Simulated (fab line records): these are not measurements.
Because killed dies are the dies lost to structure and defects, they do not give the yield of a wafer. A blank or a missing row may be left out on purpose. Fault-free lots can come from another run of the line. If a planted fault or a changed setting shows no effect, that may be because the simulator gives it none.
Which tool did it? | flow gf180mcu | 14 lots, 42 wafers sampled, at 5 steps of a route of 602

## WHAT EACH GAUGE READ, for each wafer
GF_STI_CD_MEAS_12 targets a cd of 220 nm.
lot  | measured    | on        | cd-nm (nm)
L497 | day 2 11:14 | cd-sem-01 | 219.1 218.7 219.7
L498 | day 2 16:02 | cd-sem-01 | 218.7 217.7 219.0
L499 | day 2 21:41 | cd-sem-01 | 221.3 220.3 218.6
L500 | day 3 06:34 | cd-sem-01 | 219.0 219.3 219.1
L501 | day 3 11:45 | cd-sem-02 | 218.4 218.3 218.4
L507 | day 4 17:09 | cd-sem-01 | 221.5 222.5 221.6
L511 | day 5 10:40 | cd-sem-02 | 222.9 222.2 220.1
L512 | day 5 21:04 | cd-sem-01 | 220.6 221.1 222.2
L513 | day 6 04:29 | cd-sem-01 | 217.8 217.0 218.3
L514 | day 6 06:49 | cd-sem-01 | 221.4 220.9 220.0
L515 | day 6 12:01 | cd-sem-02 | 218.8 219.5 219.0
L516 | day 6 13:46 | cd-sem-02 | 219.7 218.1 221.4
L517 | day 6 18:37 | cd-sem-02 | 222.5 220.3 221.0
L518 | day 6 23:00 | cd-sem-02 | 219.4 220.0 220.4

GF_STI_THK_MEAS_30.
lot  | measured    | on            | STI_OXIDATION_02_THK (nm)
L497 | day 3 01:26 | film-metro-02 | 10.24 10.17 10.15
L498 | day 3 01:26 | film-metro-03 | 9.74 9.74 9.63
L499 | day 3 05:37 | film-metro-02 | 15.72 15.73 15.59
L500 | day 3 11:05 | film-metro-04 | 15.63 15.53 15.63
L501 | day 3 16:57 | film-metro-02 | 9.93 9.97 10.04
L507 | day 4 23:04 | film-metro-03 | 9.60 9.72 9.71
L511 | day 5 16:55 | film-metro-02 | 9.96 10.02 9.97
L512 | day 6 02:55 | film-metro-04 | 9.60 9.64 9.66
L513 | day 6 09:17 | film-metro-04 | 9.49 9.67 9.63
L514 | day 6 12:32 | film-metro-04 | 10.23 10.31 9.98
L515 | day 6 18:12 | film-metro-03 | 9.67 9.74 9.68
L516 | day 6 18:11 | film-metro-02 | 9.73 10.03 9.92
L517 | day 6 23:28 | film-metro-03 | 10.16 10.12 10.01
L518 | day 7 03:21 | film-metro-04 | 9.94 9.91 10.02

GF_HV_LDD_OVL_MEAS_08.
lot  | measured     | on         | HV_LDD_OVL (nm)
L497 | day 11 01:58 | overlay-02 | 1.6 1.7 2.8
L498 | day 11 02:16 | overlay-02 | 0.2 0.2 0.0
L499 | day 11 08:21 | overlay-02 | -0.7 0.0 -1.7
L500 | day 11 14:02 | overlay-01 | 1.9 2.5 1.3
L501 | day 11 20:17 | overlay-02 | 0.5 -1.2 0.4
L507 | day 13 15:23 | overlay-02 | 0.1 -0.5 1.3
L511 | day 14 19:43 | overlay-02 | 1.4 1.4 -0.1
L512 | day 15 12:41 | overlay-01 | 1.6 -1.2 0.9
L513 | day 16 00:10 | overlay-01 | -0.3 2.3 2.4
L514 | day 16 04:08 | overlay-02 | 1.5 1.6 0.6
L515 | day 16 10:20 | overlay-02 | 0.9 -1.4 0.3
L516 | day 16 15:52 | overlay-01 | 3.0 1.9 1.7
L517 | day 16 20:14 | overlay-02 | -0.9 -2.2 0.6
L518 | day 16 23:29 | overlay-02 | 0.2 1.6 1.3

GF_NSD_CD_MEAS_07 targets a cd of 400 nm.
lot  | measured     | on        | cd-nm (nm)
L497 | day 14 13:15 | cd-sem-01 | 400.5 400.3 399.5
L498 | day 14 14:41 | cd-sem-01 | 401.4 401.5 400.7
L499 | day 14 20:07 | cd-sem-01 | 397.6 395.7 395.7
L500 | day 15 03:14 | cd-sem-01 | 402.2 398.3 401.0
L501 | day 15 09:37 | cd-sem-02 | 403.6 401.5 401.6
L507 | day 17 08:03 | cd-sem-02 | 398.9 400.2 398.3
L511 | day 18 17:49 | cd-sem-02 | 399.8 399.4 401.9
L512 | day 19 11:55 | cd-sem-01 | 401.3 402.6 400.3
L513 | day 20 01:49 | cd-sem-01 | 402.8 401.0 402.5
L514 | day 20 07:34 | cd-sem-02 | 400.2 402.4 401.1
L515 | day 20 13:19 | cd-sem-02 | 399.2 400.2 401.0
L516 | day 20 18:56 | cd-sem-01 | 400.6 402.0 403.3
L517 | day 20 23:14 | cd-sem-02 | 399.5 399.9 397.5
L518 | day 21 03:01 | cd-sem-01 | 397.7 396.9 397.3

## WHAT TOOL EACH LOT RAN ON (gives the tool, then ch and the chambers of the sampled wafers, and finally the start)
lot  | GF_STI_OXIDATION_29
L497 | furnace-02 ch 0, day 3 00:02
L498 | furnace-02 ch 0, day 3 00:02
L499 | furnace-02 ch 0, day 3 04:13
L500 | furnace-02 ch 0, day 3 09:41
L501 | furnace-01 ch 0, day 3 15:33
L507 | furnace-01 ch 0, day 4 21:40
L511 | furnace-01 ch 0, day 5 15:31
L512 | furnace-01 ch 0, day 6 01:31
L513 | furnace-01 ch 0, day 6 07:53
L514 | furnace-02 ch 0, day 6 11:08
L515 | furnace-01 ch 0, day 6 16:47
L516 | furnace-01 ch 0, day 6 16:47
L517 | furnace-01 ch 0, day 6 22:04
L518 | furnace-02 ch 0, day 7 01:57
- GF_STI_OXIDATION_29: stabilise 600 s, purge 300 s, target thk 10 nm.

## AS READ BY THE TOOLS THEMSELVES (means over the sampled wafers that have a number; for cases with no such wafer, the mark the record gives instead)
GF_STI_OXIDATION_29.
lot  | tool       | zone-power-upper-pct (%)
L497 | furnace-02 | 18.24
L498 | furnace-02 | 18.32
L499 | furnace-02 | 18.54
L500 | furnace-02 | 18.32
L501 | furnace-01 | 18.70
L507 | furnace-01 | 18.67
L511 | furnace-01 | 18.69
L512 | furnace-01 | 18.64
L513 | furnace-01 | 18.53
L514 | furnace-02 | 18.44
L515 | furnace-01 | 18.66
L516 | furnace-01 | 18.60
L517 | furnace-01 | 18.80
L518 | furnace-02 | 18.36

## THE ANSWER, worked out from the rows above alone
Rule: the usual values come from the lots themselves. The widest of any qualifying gaps counts: lots, ordered by their means at a reading, are off when they make up no more than a third of the lots, leave a main group of 4 or more, and stand apart from it by 3 or more times the standard deviation of that group's means. If all means in a main group match to the digits the tables above print for the reading, that group is not used. Also off: a lot with no number at a reading for which 4 or more lots have one. All remaining lots with rows at the step are treated as sound. The gauges are gone through in route order, then the tools' own readings, and for those a lot's mean is taken as printed above. The first step at which some lot is off is used, and at that step the reading that is off furthest; a lot without a number counts as furthest.
Off: at GF_STI_THK_MEAS_30 (STI_OXIDATION_02_THK), L499, L500. Mean 9.88 nm and standard deviation 0.2 in the main group.
If a tool, at a process step before that reading, ran all the lots that are off and no sound lot after the first of them, it fits. Gauges at GF_STI_THK_MEAS_30: tried the same way as those tools. Not one of the candidates tried fits.

## WHAT THE SIMULATOR PUT IN
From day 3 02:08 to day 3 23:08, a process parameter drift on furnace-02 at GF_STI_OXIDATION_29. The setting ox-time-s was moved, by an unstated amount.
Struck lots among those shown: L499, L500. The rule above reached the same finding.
